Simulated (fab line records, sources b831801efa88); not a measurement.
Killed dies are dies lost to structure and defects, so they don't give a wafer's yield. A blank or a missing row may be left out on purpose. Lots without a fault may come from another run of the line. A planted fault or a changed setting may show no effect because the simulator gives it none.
Tool commonality check | flow gf180mcu | 12 lots, 39 wafers sampled

WHY IT WAS OPENED
At GF_LVPWELL_TW_MEAS_11 the reading LVPWELL_TW is flagged on 1 of 12 lots. Wafers without a fault read 562, standard deviation 5.8.
Rule: a lot is flagged when every wafer of it that has a number lies more than 4 standard deviations from that mean, or none has a number. The other lots count as sound.

lot  | measured    | on            | LVPWELL_TW, wafer by wafer | flag
L564 | day 3 23:01 | film_metro-03 | 568 564 563                |
L566 | day 4 09:28 | film_metro-03 | 559 561 560                |
L568 | day 4 23:28 | film_metro-02 | 556 556 556                |
L569 | day 5 02:20 | film_metro-02 | 559 559 557                |
L572 | day 5 18:31 | film_metro-01 | 565 567 564                |
L580 | day 7 20:29 | film_metro-02 | 30 30 30 30 30 30          | FLAGGED
L582 | day 8 07:31 | film_metro-01 | 563 564 563                |
L583 | day 8 13:51 | film_metro-02 | 553 554 555                |
L584 | day 8 14:28 | film_metro-01 | 568 563 563                |
L585 | day 8 18:26 | film_metro-03 | 569 567 567                |
L586 | day 9 05:10 | film_metro-03 | 565 563 562                |
L587 | day 9 08:35 | film_metro-02 | 554 556 553                |
The numbers of the flagged lots are 30 on average: -532 against the usual, or -92 standard deviations.

WHICH TOOL RAN EACH LOT
The record holds 1 process step before the reading, out of a route of 602 steps. In each cell: the tool, then ch and the chambers that the sampled wafers went through, then the start.
lot  | flag    | GF_LVPWELL_EXPOSE_04
L564 |         | iline_stepper-01 ch 0, day 3 16:06
L566 |         | iline_stepper-02 ch 0, day 4 02:17
L568 |         | iline_stepper-01 ch 0, day 4 16:31
L569 |         | iline_stepper-01 ch 0, day 4 19:10
L572 |         | iline_stepper-01 ch 0, day 5 11:20
L580 | FLAGGED | iline_stepper-02 ch 0, day 7 12:26
L582 |         | iline_stepper-02 ch 0, day 7 22:53
L583 |         | iline_stepper-02 ch 0, day 8 05:17
L584 |         | iline_stepper-02 ch 0, day 8 06:05
L585 |         | iline_stepper-02 ch 0, day 8 10:13
L586 |         | iline_stepper-01 ch 0, day 8 19:46
L587 |         | iline_stepper-02 ch 0, day 9 00:16
What these steps do:
- GF_LVPWELL_EXPOSE_04: exposes mask LVPWELL, target cd 600 nm.
- GF_LVPWELL_TW_MEAS_11

FLAGGED OVER TOTAL, TOOL BY TOOL (the gauges that took the reading come last)
step                  | tool             | lots run | flagged | share of the flagged lots | sound lots run after its first flagged lot
GF_LVPWELL_EXPOSE_04  | iline_stepper-01 | 5        | 0       | none                      | -
GF_LVPWELL_EXPOSE_04  | iline_stepper-02 | 7        | 1       | all                       | 5 (L582,L583,L584,L585,L587)
GF_LVPWELL_TW_MEAS_11 | film_metro-01    | 3        | 0       | none                      | -
GF_LVPWELL_TW_MEAS_11 | film_metro-02    | 5        | 1       | all                       | 2 (L583,L587)
GF_LVPWELL_TW_MEAS_11 | film_metro-03    | 4        | 0       | none                      | -

WHAT THE TABLE ALLOWS
2 rows of the table ran every flagged lot: iline_stepper-02 at GF_LVPWELL_EXPOSE_04, film_metro-02 at GF_LVPWELL_TW_MEAS_11.
- iline_stepper-02 at GF_LVPWELL_EXPOSE_04: 1 of its 7 lots flagged. Sound lots ran on it after the first flagged one (L582, L583, L584, L585, L587), which a lasting fault on the whole tool wouldn't allow.
- film_metro-02 at GF_LVPWELL_TW_MEAS_11: 1 of its 5 lots flagged. Sound lots ran on it after the first flagged one (L583, L587), which a lasting fault on the whole tool wouldn't allow.
No row of the table ran every flagged lot and no sound lot after the first.

WHAT THE SIMULATOR HAD PUT IN
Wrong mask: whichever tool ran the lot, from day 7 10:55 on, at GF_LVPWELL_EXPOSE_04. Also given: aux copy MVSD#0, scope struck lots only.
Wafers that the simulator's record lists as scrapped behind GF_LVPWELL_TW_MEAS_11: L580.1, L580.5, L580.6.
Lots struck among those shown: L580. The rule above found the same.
